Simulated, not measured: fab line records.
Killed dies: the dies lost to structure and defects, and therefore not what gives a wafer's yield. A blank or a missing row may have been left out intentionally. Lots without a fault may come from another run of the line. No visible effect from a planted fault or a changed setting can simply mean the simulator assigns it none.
Which tool was responsible? :: flow gf180mcu :: 42 wafers from 14 lots sampled at 4 of the route's 602 steps

WHAT THE GAUGES SHOWED, per wafer
GF_V3_THK_MEAS_01. Usual: for V3_CVD_00_THK the level is 598 nm and the standard deviation is 5.8.
lot: L352
measured: day 21 03:16
on: filmMetro-02
V3_CVD_00_THK (nm): 592 595 598
flag: 

lot: L353
measured: day 21 17:38
on: filmMetro-04
V3_CVD_00_THK (nm): 605 602 611
flag: 

lot: L356
measured: day 22 21:14
on: filmMetro-01
V3_CVD_00_THK (nm): 600 613 601
flag: 

lot: L357
measured: day 23 10:24
on: filmMetro-04
V3_CVD_00_THK (nm): 598 597 596
flag: 

lot: L358
measured: day 23 21:05
on: filmMetro-01
V3_CVD_00_THK (nm): 608 595 596
flag: 

lot: L359
measured: day 24 02:57
on: filmMetro-02
V3_CVD_00_THK (nm): 596 592 603
flag: 

lot: L360
measured: day 24 04:29
on: filmMetro-01
V3_CVD_00_THK (nm): 596 596 596
flag: 

lot: L363
measured: day 25 08:28
on: filmMetro-02
V3_CVD_00_THK (nm): 595 592 599
flag: 

lot: L364
measured: day 25 14:47
on: filmMetro-02
V3_CVD_00_THK (nm): 602 592 607
flag: 

lot: L371
measured: day 27 19:12
on: filmMetro-04
V3_CVD_00_THK (nm): 600 600 597
flag: 

lot: L372
measured: day 27 21:32
on: filmMetro-02
V3_CVD_00_THK (nm): 594 603 595
flag: 

lot: L373
measured: day 28 04:19
on: filmMetro-04
V3_CVD_00_THK (nm): 597 585 590
flag: 

lot: L374
measured: day 28 12:50
on: filmMetro-04
V3_CVD_00_THK (nm): 599 601 608
flag: 

lot: L375
measured: day 29 03:32
on: filmMetro-02
V3_CVD_00_THK (nm): 596 594 602
flag: 

GF_M4_RS_MEAS_05: measures by four-point-probe. Usual: for M4_ALCU_RS the level is 0.0694 ohm/sq and the standard deviation is 0.00078.
lot: L352
measured: day 22 04:55
on: filmMetro-02
M4_ALCU_RS (ohm/sq): 0.0691 0.0698 0.0695
flag: 

lot: L353
measured: day 22 19:37
on: filmMetro-03
M4_ALCU_RS (ohm/sq): 0.0689 0.0686 0.0705
flag: 

lot: L356
measured: day 23 22:31
on: filmMetro-01
M4_ALCU_RS (ohm/sq): 0.0685 0.0691 0.0687
flag: 

lot: L357
measured: day 24 10:58
on: filmMetro-01
M4_ALCU_RS (ohm/sq): 0.0694 0.0690 0.0696
flag: 

lot: L358
measured: day 24 21:38
on: filmMetro-02
M4_ALCU_RS (ohm/sq): 0.0686 0.0690 0.0690
flag: 

lot: L359
measured: day 25 02:58
on: filmMetro-02
M4_ALCU_RS (ohm/sq): 0.0693 0.0696 0.0695
flag: 

lot: L360
measured: day 25 04:04
on: filmMetro-02
M4_ALCU_RS (ohm/sq): 0.0711 0.0699 0.0707
flag: 

lot: L363
measured: day 26 08:23
on: filmMetro-02
M4_ALCU_RS (ohm/sq): 0.0689 0.0694 0.0692
flag: 

lot: L364
measured: day 26 13:25
on: filmMetro-03
M4_ALCU_RS (ohm/sq): 0.0692 0.0687 0.0685
flag: 

lot: L371
measured: day 28 17:32
on: filmMetro-02
M4_ALCU_RS (ohm/sq): 0.0708 0.0710 0.0706
flag: 

lot: L372
measured: day 28 19:14
on: filmMetro-03
M4_ALCU_RS (ohm/sq): 0.0697 0.0697 0.0697
flag: 

lot: L373
measured: day 29 02:16
on: filmMetro-01
M4_ALCU_RS (ohm/sq): 0.0706 0.0699 0.0704
flag: 

lot: L374
measured: day 29 10:37
on: filmMetro-01
M4_ALCU_RS (ohm/sq): 0.0681 0.0689 0.0690
flag: 

lot: L375
measured: day 30 01:13
on: filmMetro-02
M4_ALCU_RS (ohm/sq): 0.0700 0.0699 0.0701
flag: 

GF_V4_THK_MEAS_03. Usual: for V4_CVD_02_THK the level is 851 nm and the standard deviation is 12.
lot: L352
measured: day 23 04:17
on: filmMetro-04
V4_CVD_02_THK (nm): 854 855 853
flag: 

lot: L353
measured: day 23 19:20
on: filmMetro-01
V4_CVD_02_THK (nm): 863 861 872
flag: 

lot: L356
measured: day 24 21:15
on: filmMetro-03
V4_CVD_02_THK (nm): 841 865 860
flag: 

lot: L357
measured: day 25 10:01
on: filmMetro-04
V4_CVD_02_THK (nm): 864 852 855
flag: 

lot: L358
measured: day 25 18:54
on: filmMetro-03
V4_CVD_02_THK (nm): 842 862 859
flag: 

lot: L359
measured: day 26 00:31
on: filmMetro-03
V4_CVD_02_THK (nm): 845 850 863
flag: 

lot: L360
measured: day 26 01:40
on: filmMetro-03
V4_CVD_02_THK (nm): 843 835 851
flag: 

lot: L363
measured: day 27 04:57
on: filmMetro-03
V4_CVD_02_THK (nm): 843 834 849
flag: 

lot: L364
measured: day 27 11:09
on: filmMetro-04
V4_CVD_02_THK (nm): 835 830 857
flag: 

lot: L371
measured: day 29 13:02
on: filmMetro-03
V4_CVD_02_THK (nm): 844 863 845
flag: 

lot: L372
measured: day 29 15:04
on: filmMetro-04
V4_CVD_02_THK (nm): 847 830 852
flag: 

lot: L373
measured: day 29 21:54
on: filmMetro-03
V4_CVD_02_THK (nm): 857 848 848
flag: 

lot: L374
measured: day 30 06:06
on: filmMetro-04
V4_CVD_02_THK (nm): 821 840 849
flag: 

lot: L375
measured: day 30 20:25
on: filmMetro-01
V4_CVD_02_THK (nm): 823 837 836
flag: 

TOOL THAT RAN EACH LOT (tool first, then ch and the chambers of the sampled wafers, then the start)
lot: L352
GF_M4_SOFTBAKE_10: lithoTrack-03 ch 0, day 22 16:28

lot: L353
GF_M4_SOFTBAKE_10: lithoTrack-03 ch 0, day 23 07:10

lot: L356
GF_M4_SOFTBAKE_10: lithoTrack-02 ch 0, day 24 09:39

lot: L357
GF_M4_SOFTBAKE_10: lithoTrack-04 ch 0, day 24 22:08

lot: L358
GF_M4_SOFTBAKE_10: lithoTrack-04 ch 0, day 25 08:08

lot: L359
GF_M4_SOFTBAKE_10: lithoTrack-03 ch 0, day 25 13:25

lot: L360
GF_M4_SOFTBAKE_10: lithoTrack-02 ch 0, day 25 14:48

lot: L363
GF_M4_SOFTBAKE_10: lithoTrack-04 ch 0, day 26 18:02

lot: L364
GF_M4_SOFTBAKE_10: lithoTrack-04 ch 0, day 26 23:32

lot: L371
GF_M4_SOFTBAKE_10: lithoTrack-03 ch 0, day 29 02:46

lot: L372
GF_M4_SOFTBAKE_10: lithoTrack-02 ch 0, day 29 04:33

lot: L373
GF_M4_SOFTBAKE_10: lithoTrack-03 ch 0, day 29 11:28

lot: L374
GF_M4_SOFTBAKE_10: lithoTrack-03 ch 0, day 29 19:47

lot: L375
GF_M4_SOFTBAKE_10: lithoTrack-03 ch 0, day 30 10:25
- GF_M4_SOFTBAKE_10: time 60 s.

WHAT THE TOOLS THEMSELVES READ (means of the sampled wafers that have a number; where no wafer has one, the mark that the record gives instead)
GF_M4_SOFTBAKE_10. Usual: chillPlateTempC 22.97 C, standard deviation 0.096; heaterPowerTotalW 92.30 W, standard deviation 0.069; runLengthS 89.16 s, standard deviation 0.2.
lot: L352
tool: lithoTrack-03
chillPlateTempC (C): 22.96
heaterPowerTotalW (W): 92.31
runLengthS (s): 89.08
flag: 

lot: L353
tool: lithoTrack-03
chillPlateTempC (C): 22.91
heaterPowerTotalW (W): 92.27
runLengthS (s): 89.09
flag: 

lot: L356
tool: lithoTrack-02
chillPlateTempC (C): 23.03
heaterPowerTotalW (W): 92.32
runLengthS (s): 89.43
flag: 

lot: L357
tool: lithoTrack-04
chillPlateTempC (C): 23.10
heaterPowerTotalW (W): 92.36
runLengthS (s): 89.12
flag: 

lot: L358
tool: lithoTrack-04
chillPlateTempC (C): 23.00
heaterPowerTotalW (W): 92.33
runLengthS (s): 88.87
flag: 

lot: L359
tool: lithoTrack-03
chillPlateTempC (C): 22.91
heaterPowerTotalW (W): 92.28
runLengthS (s): 89.10
flag: 

lot: L360
tool: lithoTrack-02
chillPlateTempC (C): 23.02
heaterPowerTotalW (W): 92.27
runLengthS (s): 89.49
flag: 

lot: L363
tool: lithoTrack-04
chillPlateTempC (C): 22.92
heaterPowerTotalW (W): 94.29
runLengthS (s): 85.59
flag: OFF

lot: L364
tool: lithoTrack-04
chillPlateTempC (C): 22.99
heaterPowerTotalW (W): 94.26
runLengthS (s): 85.62
flag: OFF

lot: L371
tool: lithoTrack-03
chillPlateTempC (C): 22.95
heaterPowerTotalW (W): 92.28
runLengthS (s): 89.09
flag: 

lot: L372
tool: lithoTrack-02
chillPlateTempC (C): 22.89
heaterPowerTotalW (W): 92.34
runLengthS (s): 89.46
flag: 

lot: L373
tool: lithoTrack-03
chillPlateTempC (C): 22.83
heaterPowerTotalW (W): 92.26
runLengthS (s): 89.15
flag: 

lot: L374
tool: lithoTrack-03
chillPlateTempC (C): 23.09
heaterPowerTotalW (W): 92.31
runLengthS (s): 89.11
flag: 

lot: L375
tool: lithoTrack-03
chillPlateTempC (C): 23.02
heaterPowerTotalW (W): 92.33
runLengthS (s): 89.24
flag: 

THE ANSWER, worked out from the rows above alone
Rule: a lot is off if the mean of its wafers that have a number lies more than 3 standard deviations from the usual mean. A lot without any number at a reading at which 4 lots or more have one is off too. All remaining lots with rows at the step are treated as sound. The gauges are gone through in route order, then the tools' own readings, and for those a lot's mean is taken as printed above. At the first step where some lot is off, the reading lying furthest off is the one used; lots without a number count as furthest.
Off at GF_M4_SOFTBAKE_10 (heaterPowerTotalW): L363, L364.
A tool fits if, at that step or a process step before it, it ran every lot that is off, and no sound lot after the first of them. One fits: GF_M4_SOFTBAKE_10 on lithoTrack-04. Its last sound lot is L358 (day 25 08:08), its first lot that is off L363 (day 26 18:02): a fault that began between those two fits.
The tool's own readings at GF_M4_SOFTBAKE_10 bear it out: on the lots that are off they differ by more than 5 times the standard deviation of the sound lots' means. heaterPowerTotalW reads 94.28 W there against 92.31 W on the sound lots; runLengthS reads 85.61 s there against 89.19 s on the sound lots.

WHAT THE SIMULATOR HAD INSERTED
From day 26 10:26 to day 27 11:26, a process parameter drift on lithoTrack-04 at GF_M4_SOFTBAKE_10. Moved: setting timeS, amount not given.
Lots struck among those shown: L363, L364. Same finding as the rule above.
